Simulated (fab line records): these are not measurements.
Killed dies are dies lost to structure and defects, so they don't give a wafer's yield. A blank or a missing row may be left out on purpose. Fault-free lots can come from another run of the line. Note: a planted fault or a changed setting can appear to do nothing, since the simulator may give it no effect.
Struck lot and sound lot, side by side | flow sky130 | 15 steps out of a route of 708
Sound: the wafers L919.1, L919.2, L919.4. Wafers struck: L936.2, L936.5, L936.6. The cause is named last.
Per side, at each step with rows, come the tool, then ch with its chambers, and then its first start. Under that, the readings that differ: sound wafers | struck wafers | difference of the means | sigmas: that difference in standard deviations of wafers without a fault.
alike: same words and numbers on both sides, and readings whose means sit less than 2 such deviations apart. not compared: any withheld reading, any reading some wafer has no value for, any bound like >300 that may hide the same value, and any number with overlapping values for which the record gives no deviation.
The two part at a step that has a row with sigmas, a row that says differs or no value, or rows on one side only. Numbers that have no deviation but don't overlap get no sigmas and don't part them. A reading missing from all wafers of one side parts the sides only when that side holds two or more wafers.

SKY_VIA2_BOW_MEAS_03:
  sound on filmMetro-02 at day 35 02:33; struck on filmMetro-02 at day 40 22:24
  alike: VIA2_BOW
then, 8 steps without rows for these wafers: SKY_VIA2_DEHYDRATE_04 (time 60 s); SKY_VIA2_HMDS_05 (prime time 60 s); SKY_VIA2_COAT_06 (resist thk 60 nm); SKY_VIA2_COAT_07 (resist thk 450 nm); SKY_VIA2_SOFTBAKE_08 (time 90 s); SKY_VIA2_EXPOSE_09 (exposes mask VIM2, target cd 200 nm); SKY_VIA2_PEB_10; SKY_VIA2_DEVELOP_11 (develop time 60 s).
SKY_VIA2_CD_MEAS_12: target cd 200 nm.
  sound on cdSem-01 at day 36 04:06; struck on cdSem-01 at day 41 21:50
reading   | sound             | struck            | difference | sigmas
cdNm (nm) | 201.8 201.3 200.1 | 197.7 197.1 198.2 | -3.4       | -2
SKY_VIA2_OVL_MEAS_13:
  sound on overlay-01 at day 36 04:13; struck on overlay-01 at day 41 21:57
  alike: VIA2_OVL
SKY_VIA2_ETCH_14: etches BARC in N2/H2, stops on SiO2, time 45.9 s, target depth 60 nm.
  sound on rieDiel-03 ch 0,1,3, day 36 04:16; struck on rieDiel-04 ch 0,1,2, day 41 21:59
  alike: biasW, chamberPressureMTorr, drypumpMotorCurrentA, n2FlowSccm, oesProductAu, rfFwdPowerW, throttleValvePct
  not compared: rfHoursCounterH
SKY_VIA2_ETCH_15: etches SiO2 in C4F8/O2/Ar, stops on TiN, target depth 546 nm, time 84 s.
  sound on rieDiel-03 ch 0,1,3, day 36 04:18; struck on rieDiel-04 ch 0,1,2, day 41 22:01
  no value came back on the struck wafers for any of 5 readings (biasW (W), chamberPressureMTorr (mTorr) and others); on the sound wafers biasW (W) reads 1203 1202 1196
reading                                    | sound             | struck          | difference | sigmas
model.KrF-thick_of_VIA2_COAT_07.thkNm (nm) | 278.6 280.6 281.7 | 390 390.8 391.2 | +110       | 
SKY_VIA2_STRIP_16: strips in O2/N2.
  sound on plasmaAsher-01 ch 0,1, day 36 04:22; struck on plasmaAsher-01 ch 0,1, day 41 22:05
reading                  | sound             | struck            | difference | sigmas
oesProductAu (a.u.)      | 0.405 0.403 0.404 | 0.440 0.447 0.442 | +0.039     | +8
stripTimeToEndpointS (s) | 3.988 4.021 4.029 | 5.193 5.193 5.185 | +1.178     | +44
  alike: chamberPressureMTorr, drypumpMotorCurrentA, n2FlowSccm
  not compared: rfHoursCounterH
then, 1 step without rows for these wafers: SKY_VIA2_STRIP_17 (strips in post etch residue remover, time 1200 s).

## WHERE THEY PART
Earliest at SKY_VIA2_CD_MEAS_12; latest, in this record, at SKY_VIA2_STRIP_16.

WHY: the cause the simulator had injected
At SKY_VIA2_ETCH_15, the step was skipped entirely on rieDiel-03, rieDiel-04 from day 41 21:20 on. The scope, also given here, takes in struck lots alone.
